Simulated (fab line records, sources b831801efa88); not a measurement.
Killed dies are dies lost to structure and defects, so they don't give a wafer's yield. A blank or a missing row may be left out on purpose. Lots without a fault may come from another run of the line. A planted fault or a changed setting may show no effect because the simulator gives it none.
fab line records | flow sky130
record lots=12 wafers=36 last_day=50
route steps=708 shown DNWELL@43 PWDE@52 NWELL@78 PAD_OPEN@708
lots that met no fault: from a run of the same line without faults
start_h: hours from the record's first day to the start of the lot's first wafer shown | wait_h: hours since the lot's step before | " the same as in the row above | L1.1+2: a row that stands for several wafers | - no value, or no start given | * or withheld: withheld | < > ~ a bound
route shown NAME@n: a module of which the file shows steps, and the number in the route of the first | usual: mean/standard deviation of fault-free wafers | same: alike in all rows | chamber/n: place in a boat | sites: the reading at each site | _std_site: their standard deviation | _edge_site: outer sites' mean less inner sites' | radius_mm: how far each site lies from the wafer's centre | mask NAME#n: copy n | behind: the tool/chamber that last shaped the wafer | hold: why the lot was held/for how many hours/how that ended | device: the transistor (n, p or np) that didn't switch | end of line: the same wafers' tests at the end of the route | a step without rows: its recipe alone | killed: dies lost to structure and defects at the first sort, not the wafer's yield | map: a wafer's dies, x killed, . not, _ none there
set.NAME: the setting as run; set.NAME@STEP: as run at that earlier step | model.NAME: the simulator's own value behind a step, which no gauge read
steps of the route over a sample of lots; a table a step, a row a wafer
services: from which hour (start_h, from the record's first day; less than 0 if before it) a tool's chamber was out of use, for how many hours, and why
## steps
# step SKY_DNWELL_STRIP_08
# recipe chemistry=O2/N2 power_w=1400 pressure_mtorr=1500 platen_temp_c=withheld o2_flow_sccm=3000 n2_flow_sccm=300 overash_fraction=0.5
# usual drypump_motor_current_A=5.8/0.57 oes_product_au=0.722/0.004 strip_time_to_endpoint_s=36.88/0.095
# columns lot.wafer tool chamber start_h wait_h drypump_motor_current_A oes_product_au rf_hours_counter_h strip_time_to_endpoint_s
L306.1 plasma_asher-01 0 64.95 0.1 5.6 0.730 34 36.86
L306.3 " 0 " " 5.6 0.724 - 36.92
L306.4 " 1 " " 6.4 0.718 - 36.85
L310.3 plasma_asher-03 1 87.07 0.1 5.9 0.717 - 36.96
L310.4 " 0 " " 5.0 0.722 - 37.03
L310.6 " 0 " " 4.9 0.717 - 36.99
L311.2 plasma_asher-01 0 95.17 0.1 5.6 0.728 38 36.89
L311.3 " 1 " " 6.5 0.723 - 36.84
L311.5 " 0 " " 5.6 0.722 - 36.98
L312.2 plasma_asher-03 1 95.99 0.1 5.9 0.730 41 36.88
L312.4 " 0 " " 5.0 0.721 - 36.69
L312.6 " 0 " " 5.0 0.728 - 36.78
L313.1 plasma_asher-01 0 97.85 0.1 5.6 0.730 38 36.84
L313.3 " 0 " " 5.6 0.726 - 36.83
L313.4 " 1 " " 6.5 0.716 - 36.82
L314.2 plasma_asher-01 0 107.14 0.1 5.6 0.721 39 36.99
L314.3 " 1 " " 6.5 0.722 - 37.02
L314.6 " 0 " " 5.6 0.726 - 36.95
L315.3 plasma_asher-01 1 112.93 0.1 6.4 0.724 - 36.88
L315.4 " 0 " " 5.6 0.727 - 36.99
L315.6 " 1 " " 6.4 0.720 - 36.80
L320.1 plasma_asher-01 1 141.07 0.1 6.4 0.716 42 36.97
L320.4 " 1 " " 6.4 0.719 - 36.98
L320.6 " 1 " " 6.4 0.714 - 37.00
L323.3 plasma_asher-02 0 156.77 0.1 5.3 0.719 - 36.82
L323.5 " 0 " " 5.3 0.725 - 36.79
L323.6 " 1 " " 6.6 0.720 - 36.88
L324.2 plasma_asher-01 0 162.47 0.1 5.6 0.720 45 37.10
L324.3 " 0 " " 5.6 0.723 - 36.92
L324.4 " 1 " " 6.5 0.720 - 37.00
L326.1 plasma_asher-03 0 170.22 0.1 5.0 0.720 5 36.89
L326.2 " 1 " " 6.0 0.722 5 36.86
L326.4 " 0 " " 5.0 0.720 - 36.75
L327.3 plasma_asher-01 0 178.90 0.1 5.6 0.716 - 36.83
L327.4 " 1 " " 6.4 0.726 - 36.68
L327.5 " 0 " " 5.7 0.716 - 36.71
# step SKY_PWDE_OVL_MEAS_07
# usual PWDE_OVL=-0.5/1.4
# columns lot.wafer tool chamber start_h wait_h PWDE_OVL[nm]
L306.1 overlay-02 - 80.72 - -1.1
L306.3 " - " " -0.8
L306.4 " - " " -0.6
L310.3 overlay-02 - 105.26 - 0.1
L310.4 " - " " 0.9
L310.6 " - " " 0.5
L311.2 overlay-01 - 112.40 - -0.6
L311.3 " - " " -0.9
L311.5 " - " " -0.1
L312.2 overlay-01 - 113.63 - -0.5
L312.4 " - " " -0.6
L312.6 " - " " -0.1
L313.1 overlay-02 - 115.34 - -2.7
L313.3 " - " " -1.6
L313.4 " - " " -1.3
L314.2 overlay-02 - 125.65 - -0.2
L314.3 " - " " -0.4
L314.6 " - " " -1.1
L315.3 overlay-02 - 131.98 - 0.2
L315.4 " - " " -1.7
L315.6 " - " " -0.6
L320.1 overlay-02 - 161.00 - -2.8
L320.4 " - " " -2.0
L320.6 " - " " -0.9
L323.3 overlay-02 - 176.91 - -1.3
L323.5 " - " " -1.6
L323.6 " - " " -1.2
L324.2 overlay-01 - 183.47 - 1.0
L324.3 " - " " 2.7
L324.4 " - " " 2.0
L326.1 overlay-02 - 190.77 - 0.9
L326.2 " - " " 1.5
L326.4 " - " " -0.3
L327.3 overlay-01 - 200.26 - -1.3
L327.4 " - " " 0.3
L327.5 " - " " -0.1
# step SKY_PWDE_IMPLANT_08
# recipe species=B energy_kev=150 dose_cm2=3.6e+12 tilt_deg=withheld
# usual dose_ions_cm2=3.6e+12/4.5e+09 faraday_current_uA=20.4/0.44
# columns lot.wafer tool chamber start_h wait_h dose_ions_cm2 faraday_current_uA
L306.1 implanter-01 0 80.76 0.0 3.606e+12 20.1
L306.3 " 0 " " 3.602e+12 20.5
L306.4 " 0 " " 3.601e+12 20.1
L310.3 implanter-03 0 105.33 0.1 3.597e+12 20.4
L310.4 " 0 " " 3.6e+12 20.6
L310.6 " 0 " " 3.596e+12 21.2
L311.2 implanter-03 0 112.46 0.0 3.603e+12 20.6
L311.3 " 0 " " 3.6e+12 20.2
L311.5 " 0 " " 3.598e+12 19.3
L312.2 implanter-02 0 113.68 0.0 3.602e+12 20.2
L312.4 " 0 " " 3.604e+12 20.2
L312.6 " 0 " " 3.603e+12 21.1
L313.1 implanter-02 0 115.38 0.0 3.604e+12 20.0
L313.3 " 0 " " 3.606e+12 19.6
L313.4 " 0 " " 3.608e+12 20.2
L314.2 implanter-03 0 125.71 0.0 3.607e+12 20.9
L314.3 " 0 " " 3.598e+12 19.9
L314.6 " 0 " " 3.604e+12 20.7
L315.3 implanter-02 0 132.06 0.1 3.597e+12 20.9
L315.4 " 0 " " 3.6e+12 19.9
L315.6 " 0 " " 3.6e+12 20.5
L320.1 implanter-01 0 161.03 0.0 3.597e+12 20.6
L320.4 " 0 " " 3.599e+12 19.6
L320.6 " 0 " " 3.595e+12 20.2
L323.3 implanter-03 0 176.98 0.1 3.844e+12 21.5
L323.5 " 0 " " 3.841e+12 21.4
L323.6 " 0 " " 3.84e+12 21.9
L324.2 implanter-03 0 183.53 0.0 3.844e+12 21.7
L324.3 " 0 " " 3.848e+12 21.5
L324.4 " 0 " " 3.842e+12 22.0
L326.1 implanter-01 0 190.80 0.0 3.605e+12 19.5
L326.2 " 0 " " 3.611e+12 20.6
L326.4 " 0 " " 3.608e+12 20.5
L327.3 implanter-02 0 200.33 0.1 3.596e+12 20.7
L327.4 " 0 " " 3.602e+12 20.2
L327.5 " 0 " " 3.598e+12 20.9
# step SKY_NWELL_STRIP_25
# recipe chemistry=O2/N2 power_w=1400 pressure_mtorr=1500 platen_temp_c=withheld o2_flow_sccm=3000 n2_flow_sccm=300 overash_fraction=0.5
# usual drypump_motor_current_A=5.9/0.55 oes_product_au=0.722/0.0047 strip_time_to_endpoint_s=36.90/0.094
# columns lot.wafer tool chamber start_h wait_h drypump_motor_current_A oes_product_au rf_hours_counter_h strip_time_to_endpoint_s
L306.1 plasma_asher-02 0 117.42 0.1 5.3 0.722 31 36.93
L306.3 " 0 " " 5.3 0.721 - 36.90
L306.4 " 1 " " 6.7 0.727 - 36.96
L310.3 plasma_asher-02 1 142.76 0.1 6.7 0.724 - 36.92
L310.4 " 0 " " 5.3 0.725 - 36.90
L310.6 " 1 " " 6.6 0.724 - 36.92
L311.2 plasma_asher-04 0 151.43 0.1 5.3 0.720 49 36.74
L311.3 " 1 " " 6.2 0.719 - 36.86
L311.5 " 1 " " 6.2 0.726 - 36.83
L312.2 plasma_asher-04 1 152.52 0.1 6.2 0.718 49 36.96
L312.4 " 0 " " 5.3 0.725 - 37.02
L312.6 " 1 " " 6.3 0.723 - 36.98
L313.1 plasma_asher-02 0 155.43 0.1 5.3 0.720 35 36.94
L313.3 " 1 " " 6.6 0.721 - 36.88
L313.4 " 0 " " 5.3 0.726 - 36.86
L314.2 plasma_asher-04 0 166.77 0.1 5.3 0.722 51 36.79
L314.3 " 0 " " 5.3 0.721 - 36.73
L314.6 " 0 " " 5.3 0.724 - 36.80
L315.3 plasma_asher-02 0 172.86 0.1 5.3 0.714 - 36.87
L315.4 " 1 " " 6.6 0.720 - 36.87
L315.6 " 0 " " 5.3 0.724 - 36.89
L320.1 plasma_asher-02 0 203.92 0.1 5.3 0.728 40 36.87
L320.4 " 1 " " 6.6 0.716 - 37.04
L320.6 " 0 " " 5.3 0.725 - 36.96
L323.3 plasma_asher-04 1 221.42 0.1 6.3 0.721 - 37.06
L323.5 " 1 " " 6.3 0.723 - 37.02
L323.6 " 0 " " 5.3 0.735 - 37.03
L324.2 plasma_asher-04 1 227.98 0.1 6.2 0.715 56 36.81
L324.3 " 0 " " 5.4 0.717 - 36.81
L324.4 " 1 " " 6.2 0.725 - 36.70
L326.1 plasma_asher-02 1 234.78 0.1 6.6 0.725 43 36.82
L326.2 " 0 " " 5.3 0.722 43 36.92
L326.4 " 0 " " 5.3 0.725 - 36.98
L327.3 plasma_asher-04 0 245.77 0.1 5.3 0.721 - 37.08
L327.4 " 1 " " 6.3 0.724 - 37.12
L327.5 " 1 " " 6.3 0.720 - 37.18
# step SKY_NWELL_RS_MEAS_31
# recipe thk_meas_gauge=four-point-probe
# usual PWDE_RS=5271/21
# columns lot.wafer tool chamber start_h wait_h PWDE_RS[ohm/sq]
L306.1 film_metro-02 - 117.97 0.1 5262
L306.3 " - " " 5258
L306.4 " - " " 5252
L310.3 film_metro-02 - 143.32 0.1 5278
L310.4 " - " " 5265
L310.6 " - " " 5254
L311.2 film_metro-02 - 152.00 0.1 5321
L311.3 " - " " 5308
L311.5 " - " " 5322
L312.2 film_metro-02 - 153.09 0.1 5282
L312.4 " - " " 5283
L312.6 " - " " 5273
L313.1 film_metro-02 - 155.98 0.1 5283
L313.3 " - " " 5292
L313.4 " - " " 5278
L314.2 film_metro-02 - 167.34 0.1 5274
L314.3 " - " " 5271
L314.6 " - " " 5306
L315.3 film_metro-02 - 173.41 0.1 5274
L315.4 " - " " 5277
L315.6 " - " " 5254
L320.1 film_metro-01 - 204.47 0.1 5240
L320.4 " - " " 5249
L320.6 " - " " 5247
L323.3 film_metro-02 - 221.97 0.1 5008
L323.5 " - " " 5006
L323.6 " - " " 5007
L324.2 film_metro-01 - 228.55 0.1 5012
L324.3 " - " " 5020
L324.4 " - " " 5012
L326.1 film_metro-01 - 235.43 0.1 5285
L326.2 " - " " 5308
L326.4 " - " " 5288
L327.3 film_metro-02 - 246.33 0.1 5242
L327.4 " - " " 5245
L327.5 " - " " 5262
# step SKY_PAD_OPEN_PROBE_99
# usual killed_at_M0_to_M3=43/6.8 killed_at_M4_up=2.9/1.7 killed_at_contacts=24/5.4 killed_at_front_end=15/4.8 killed_at_other=0.3/0.57 killed_dies=85/9.4 killed_on_rim=16/4 killed_open=47/7.5 killed_short=38/5.7
# same gross_dies=492 killed_at_back_side=0
# columns lot.wafer tool chamber start_h wait_h killed_at_M0_to_M3 killed_at_M4_up killed_at_contacts killed_at_front_end killed_at_other killed_dies killed_on_rim killed_open killed_short
L306.1 prober-01 - 1080.43 0.1 35 3 24 16 0 78 16 45 33
L306.3 prober-01 - 1080.53 0.2 42 4 26 11 2 85 22 44 41
L306.4 prober-01 - 1080.58 0.2 44 2 16 16 0 78 12 42 36
L310.3 prober-02 - 1112.00 0.2 37 2 23 30 0 92 22 52 40
L310.4 prober-02 - 1112.05 0.2 42 2 22 9 0 75 11 42 33
L310.6 prober-02 - 1112.15 0.2 53 0 18 12 0 83 8 40 43
L311.2 prober-02 - 1118.12 0.1 39 4 13 16 0 72 15 41 31
L311.3 prober-02 - 1118.17 0.2 31 6 19 17 0 73 17 27 46
L311.5 prober-02 - 1118.27 0.2 41 6 20 16 2 85 16 45 40
L312.2 prober-01 - 1120.72 0.1 41 0 33 15 0 89 24 53 36
L312.4 prober-01 - 1120.82 0.2 46 1 30 12 0 89 10 44 45
L312.6 prober-01 - 1120.92 0.2 54 5 28 16 0 103 20 56 47
L313.1 prober-02 - 1126.15 0.1 45 3 21 23 0 92 17 51 41
L313.3 prober-02 - 1126.25 0.2 50 3 33 17 1 104 16 61 43
L313.4 prober-02 - 1126.30 0.2 26 4 22 23 1 76 16 33 43
L314.2 prober-01 - 1129.17 0.1 46 6 26 16 0 94 19 51 43
L314.3 prober-01 - 1129.22 0.2 44 5 31 14 0 94 19 51 43
L314.6 prober-01 - 1129.37 0.2 30 2 32 17 0 81 13 39 42
L315.3 prober-02 - 1141.69 0.2 40 3 21 11 1 76 12 29 47
L315.4 prober-02 - 1141.74 0.2 42 3 14 15 0 74 15 37 37
L315.6 prober-02 - 1141.84 0.2 49 2 26 16 1 94 15 55 39
L320.1 prober-02 - 1169.27 0.1 48 3 29 15 0 95 22 53 42
L320.4 prober-02 - 1169.42 0.2 38 2 29 16 0 85 18 43 42
L320.6 prober-02 - 1169.52 0.2 50 2 26 12 0 90 17 43 47
L323.3 prober-02 - 1173.32 0.2 31 1 19 5 0 56 11 29 27
L323.5 prober-02 - 1173.42 0.2 41 5 12 8 1 67 18 32 35
L323.6 prober-02 - 1173.47 0.2 37 4 23 10 1 75 15 43 32
L324.2 prober-01 - 1182.12 0.1 42 1 28 23 1 95 17 53 42
L324.3 prober-01 - 1182.17 0.2 36 2 24 19 0 81 9 48 33
L324.4 prober-01 - 1182.22 0.2 50 5 26 11 1 93 19 46 47
L326.1 prober-01 - 1184.58 0.1 39 2 25 19 0 85 13 45 40
L326.2 prober-01 - 1184.63 0.1 35 1 22 26 1 85 17 47 38
L326.4 prober-01 - 1184.73 0.2 42 2 24 13 0 81 20 34 47
L327.3 prober-02 - 1188.38 0.2 44 5 17 14 1 81 19 34 47
L327.4 prober-02 - 1188.43 0.2 43 7 15 7 1 73 14 39 34
L327.5 prober-02 - 1188.48 0.2 56 3 27 13 0 99 19 56 43
# killed by level:class
L306.1 CONTACT:geometric_particle:open=11 VIA2:geometric_particle:open=8 VIA1:geometric_particle:open=6 FIELD_ISO:geometric_particle:short=5 POLY_GATE:geometric_particle:open=5 METAL1:geometric_particle:short=5 LI_CONTACT:geometric_particle:open=5 VIA3:geometric_particle:open=5
L306.3 LI_CONTACT:geometric_particle:open=10 CONTACT:geometric_particle:open=9 VIA2:geometric_particle:open=8 CONTACT:geometric_particle:short=6 METAL1:geometric_particle:short=6 VIA1:geometric_particle:open=5 METAL2:geometric_particle:short=5 FIELD_ISO:geometric_particle:short=4
L306.4 VIA2:geometric_particle:open=11 VIA1:geometric_particle:open=10 FIELD_ISO:geometric_particle:short=6 LI_CONTACT:geometric_particle:open=6 METAL2:geometric_particle:short=6 FIELD_ISO:geometric_particle:open=5 CONTACT:geometric_particle:open=4 VIA1:geometric_particle:short=4
L310.3 CONTACT:geometric_particle:open=13 VIA1:geometric_particle:open=10 FIELD_ISO:geometric_particle:open=7 POLY_GATE:geometric_particle:open=7 FIELD_ISO:geometric_particle:short=6 POLY_GATE:geometric_particle:short=6 METAL1:geometric_particle:short=5 CONTACT:geometric_particle:short=4
L310.4 VIA1:geometric_particle:open=11 LI_CONTACT:geometric_particle:open=8 CONTACT:geometric_particle:open=7 VIA3:geometric_particle:open=7 POLY_GATE:geometric_particle:short=4 VIA3:geometric_particle:short=4 LOCAL_INTERCONNECT:geometric_particle:short=4 VIA2:geometric_particle:open=4
L310.6 VIA1:geometric_particle:open=13 VIA1:geometric_particle:short=10 VIA3:geometric_particle:open=6 METAL1:geometric_particle:short=6 LOCAL_INTERCONNECT:geometric_particle:short=6 LI_CONTACT:geometric_particle:open=5 VIA2:geometric_particle:open=5 FIELD_ISO:geometric_particle:open=4
L311.2 VIA1:geometric_particle:open=11 LI_CONTACT:geometric_particle:open=8 METAL2:geometric_particle:short=7 FIELD_ISO:geometric_particle:open=5 POLY_GATE:geometric_particle:open=5 VIA1:geometric_particle:short=5 VIA2:geometric_particle:open=5 CONTACT:geometric_particle:open=4
L311.3 POLY_GATE:geometric_particle:short=9 VIA1:geometric_particle:open=8 LOCAL_INTERCONNECT:geometric_particle:short=8 FIELD_ISO:geometric_particle:short=4 METAL4:geometric_particle:short=4 CONTACT:geometric_particle:open=4 METAL1:geometric_particle:short=4 VIA1:geometric_particle:short=4
L311.5 VIA1:geometric_particle:open=13 CONTACT:geometric_particle:open=6 METAL2:geometric_particle:short=5 VIA1:geometric_particle:short=5 LI_CONTACT:geometric_particle:short=5 LI_CONTACT:geometric_particle:open=5 VIA3:geometric_particle:open=5 FIELD_ISO:geometric_particle:open=4
L312.2 CONTACT:geometric_particle:open=12 VIA1:geometric_particle:open=9 LI_CONTACT:geometric_particle:open=8 VIA3:geometric_particle:open=8 CONTACT:geometric_particle:short=7 POLY_GATE:geometric_particle:open=6 LI_CONTACT:geometric_particle:short=5 VIA1:geometric_particle:short=5
L312.4 LOCAL_INTERCONNECT:geometric_particle:short=9 CONTACT:geometric_particle:open=8 VIA1:geometric_particle:open=8 VIA3:geometric_particle:open=8 LI_CONTACT:geometric_particle:open=6 METAL2:geometric_particle:short=6 VIA2:geometric_particle:open=6 CONTACT:geometric_particle:short=5
L312.6 CONTACT:geometric_particle:open=13 VIA3:geometric_particle:open=12 METAL2:geometric_particle:short=9 VIA1:geometric_particle:open=8 FIELD_ISO:geometric_particle:open=6 LI_CONTACT:geometric_particle:open=6 METAL3:geometric_particle:short=6 METAL1:geometric_particle:short=5
L313.1 CONTACT:geometric_particle:open=9 VIA2:geometric_particle:open=9 VIA3:geometric_particle:open=8 VIA1:geometric_particle:open=7 METAL2:geometric_particle:short=6 FIELD_ISO:geometric_particle:open=5 POLY_GATE:geometric_particle:open=5 LOCAL_INTERCONNECT:geometric_particle:short=5
L313.3 CONTACT:geometric_particle:open=16 VIA1:geometric_particle:open=11 VIA3:geometric_particle:open=9 METAL2:geometric_particle:short=7 FIELD_ISO:geometric_particle:open=6 CONTACT:geometric_particle:short=6 VIA2:geometric_particle:open=6 LI_CONTACT:geometric_particle:open=5
L313.4 CONTACT:geometric_particle:open=8 FIELD_ISO:geometric_particle:short=6 LI_CONTACT:geometric_particle:open=6 POLY_GATE:geometric_particle:short=5 VIA2:geometric_particle:short=5 FIELD_ISO:geometric_particle:open=4 VIA2:geometric_particle:open=4 VIA1:geometric_particle:open=4
L314.2 LI_CONTACT:geometric_particle:open=8 VIA1:geometric_particle:open=8 VIA3:geometric_particle:open=7 CONTACT:geometric_particle:open=6 VIA2:geometric_particle:open=6 VIA1:geometric_particle:short=5 CONTACT:geometric_particle:short=5 POLY_GATE:geometric_particle:short=4
L314.3 LI_CONTACT:geometric_particle:open=11 VIA3:geometric_particle:open=11 CONTACT:geometric_particle:open=8 METAL1:geometric_particle:short=6 FIELD_ISO:geometric_particle:short=5 VIA1:geometric_particle:open=5 METAL2:geometric_particle:short=5 LI_CONTACT:geometric_particle:short=4
L314.6 CONTACT:geometric_particle:open=13 METAL1:geometric_particle:short=8 POLY_GATE:geometric_particle:short=6 LI_CONTACT:geometric_particle:open=6 LOCAL_INTERCONNECT:geometric_particle:short=6 VIA3:geometric_particle:open=5 FIELD_ISO:geometric_particle:short=4 VIA1:geometric_particle:open=4
L315.3 CONTACT:geometric_particle:open=10 METAL2:geometric_particle:short=7 METAL1:geometric_particle:short=6 VIA1:geometric_particle:open=5 VIA2:geometric_particle:open=5 VIA3:geometric_particle:open=5 LOCAL_INTERCONNECT:geometric_particle:short=4 SPACER:geometric_particle:short=3
L315.4 VIA1:geometric_particle:open=14 VIA1:geometric_particle:short=6 CONTACT:geometric_particle:open=5 METAL1:geometric_particle:short=4 FIELD_ISO:geometric_particle:open=3 FIELD_ISO:geometric_particle:short=3 SPACER:geometric_particle:open=3 SPACER:geometric_particle:short=3
L315.6 CONTACT:geometric_particle:open=15 VIA1:geometric_particle:open=11 VIA1:geometric_particle:short=9 FIELD_ISO:geometric_particle:short=7 LI_CONTACT:geometric_particle:open=7 VIA3:geometric_particle:open=6 VIA3:geometric_particle:short=5 METAL2:geometric_particle:short=4
L320.1 CONTACT:geometric_particle:open=14 VIA1:geometric_particle:open=11 METAL1:geometric_particle:short=8 CONTACT:geometric_particle:short=7 VIA2:geometric_particle:open=7 VIA1:geometric_particle:short=6 VIA3:geometric_particle:open=6 FIELD_ISO:geometric_particle:open=5
L320.4 METAL1:geometric_particle:short=10 VIA3:geometric_particle:open=8 LI_CONTACT:geometric_particle:open=8 VIA1:geometric_particle:open=8 CONTACT:geometric_particle:open=7 CONTACT:geometric_particle:short=6 FIELD_ISO:geometric_particle:open=5 LI_CONTACT:geometric_particle:short=4
L320.6 CONTACT:geometric_particle:open=8 VIA1:geometric_particle:open=8 METAL1:geometric_particle:short=7 LI_CONTACT:geometric_particle:open=7 VIA2:geometric_particle:open=7 CONTACT:geometric_particle:short=6 METAL2:geometric_particle:short=6 VIA1:geometric_particle:short=5
L323.3 VIA1:geometric_particle:open=6 CONTACT:geometric_particle:open=6 VIA3:geometric_particle:open=6 LI_CONTACT:geometric_particle:short=4 LI_CONTACT:geometric_particle:open=4 CONTACT:geometric_particle:short=4 METAL1:geometric_particle:short=3 VIA1:geometric_particle:short=3
L323.5 VIA1:geometric_particle:open=14 METAL3:geometric_particle:short=5 METAL4:geometric_particle:short=5 LOCAL_INTERCONNECT:geometric_particle:short=4 CONTACT:geometric_particle:open=4 METAL1:geometric_particle:short=4 METAL2:geometric_particle:short=4 POLY_GATE:geometric_particle:open=3
L323.6 CONTACT:geometric_particle:open=12 VIA1:geometric_particle:open=9 VIA2:geometric_particle:open=7 VIA3:geometric_particle:open=6 LOCAL_INTERCONNECT:geometric_particle:short=5 LI_CONTACT:geometric_particle:open=4 VIA3:geometric_particle:short=4 METAL1:geometric_particle:short=4
L324.2 CONTACT:geometric_particle:open=10 VIA1:geometric_particle:open=9 POLY_GATE:geometric_particle:short=8 VIA3:geometric_particle:open=8 LI_CONTACT:geometric_particle:open=7 VIA2:geometric_particle:open=7 FIELD_ISO:geometric_particle:open=6 FIELD_ISO:geometric_particle:short=6
L324.3 VIA1:geometric_particle:open=10 CONTACT:geometric_particle:open=9 LI_CONTACT:geometric_particle:open=8 FIELD_ISO:geometric_particle:short=7 POLY_GATE:geometric_particle:open=4 VIA3:geometric_particle:short=4 POLY_GATE:geometric_particle:short=3 METAL2:geometric_particle:short=3
L324.4 VIA1:geometric_particle:open=12 METAL1:geometric_particle:short=8 VIA2:geometric_particle:open=8 CONTACT:geometric_particle:open=7 FIELD_ISO:geometric_particle:short=5 LI_CONTACT:geometric_particle:open=5 CONTACT:geometric_particle:short=4 METAL2:geometric_particle:short=4
L326.1 VIA1:geometric_particle:open=9 CONTACT:geometric_particle:open=8 LOCAL_INTERCONNECT:geometric_particle:short=7 FIELD_ISO:geometric_particle:open=5 POLY_GATE:geometric_particle:open=5 CONTACT:geometric_particle:short=5 METAL1:geometric_particle:short=5 VIA2:geometric_particle:open=5
L326.2 FIELD_ISO:geometric_particle:short=10 LI_CONTACT:geometric_particle:open=9 VIA1:geometric_particle:open=9 FIELD_ISO:geometric_particle:open=7 CONTACT:geometric_particle:open=7 VIA3:geometric_particle:open=7 CONTACT:geometric_particle:short=4 METAL1:geometric_particle:short=4
L326.4 LI_CONTACT:geometric_particle:open=9 METAL2:geometric_particle:short=6 METAL3:geometric_particle:short=5 VIA2:geometric_particle:open=5 VIA2:geometric_particle:short=5 METAL1:geometric_particle:short=4 LI_CONTACT:geometric_particle:short=4 CONTACT:geometric_particle:short=4
L327.3 METAL1:geometric_particle:short=9 VIA2:geometric_particle:open=8 VIA1:geometric_particle:open=8 CONTACT:geometric_particle:short=6 LOCAL_INTERCONNECT:geometric_particle:short=6 METAL2:geometric_particle:short=5 VIA3:geometric_particle:open=5 VIA2:geometric_particle:short=4
L327.4 VIA1:geometric_particle:open=12 LI_CONTACT:geometric_particle:open=6 METAL2:geometric_particle:short=6 METAL1:geometric_particle:short=6 CONTACT:geometric_particle:open=5 METAL3:geometric_particle:short=4 METAL4:geometric_particle:open=3 VIA2:geometric_particle:open=3
L327.5 VIA1:geometric_particle:open=12 CONTACT:geometric_particle:open=11 METAL1:geometric_particle:short=10 LI_CONTACT:geometric_particle:short=6 LI_CONTACT:geometric_particle:open=6 METAL2:geometric_particle:short=5 METAL2:geometric_particle:open=5 VIA2:geometric_particle:short=5
## services
# columns tool chamber start_h hours kind
plasma_asher-03 - 62.59 4.4 repair
plasma_asher-02 - 63.24 14.6 pm
plasma_asher-01 - 68.80 0.6 repair
implanter-03 - 100.21 2.9 pm
plasma_asher-03 - 108.78 9.0 pm
plasma_asher-03 0 108.78 9.0 vent_cycle
plasma_asher-03 1 108.78 9.0 vent_cycle
plasma_asher-03 0 117.78 - clean
plasma_asher-03 1 117.78 - clean
implanter-03 - 137.29 2.0 pm
implanter-02 - 137.63 2.7 repair
implanter-01 - 162.98 21.8 pm
plasma_asher-01 - 171.03 2.8 pm
plasma_asher-04 - 182.90 10.3 pm
implanter-03 - 189.67 1.4 repair
plasma_asher-03 - 192.72 4.5 repair
implanter-03 - 195.31 23.4 pm
plasma_asher-01 - 212.75 12.0 repair
plasma_asher-03 - 234.28 2.2 repair
## key
first_sign step=SKY_PWDE_IMPLANT_08 reading=dose_ions_cm2 direction=up sigmas=54 usual=* struck=*
effect step=SKY_PWDE_IMPLANT_08 reading=faraday_current_uA direction=up sigmas=2.9 usual=20.4 struck=21.7
effect step=SKY_NWELL_RS_MEAS_31 reading=PWDE_RS direction=down sigmas=12 usual=5271 struck=5011
met_at SKY_PWDE_IMPLANT_08
struck_lots L323,L324
tester_left_out L323,L324
not_acting_at SKY_DNWELL_STRIP_08,SKY_PWDE_OVL_MEAS_07,SKY_NWELL_STRIP_25
onset_between 125.71 176.98
fault kind=process_parameter_drift tool=implanter-03 chamber=- onset_h=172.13 steps=SKY_PWDE_IMPLANT_08 channel=dose_cm2 offset=* shape=step end_h=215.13 acts_in=* stated=*
# tester_left_out: of these lots the tester's yield and bins aren't shown, on N5 and GAA mostly nor the transistor test; their killed dies are dies lost to structure and defects alone, not to doping, threshold or leakage, so they don't give the yield
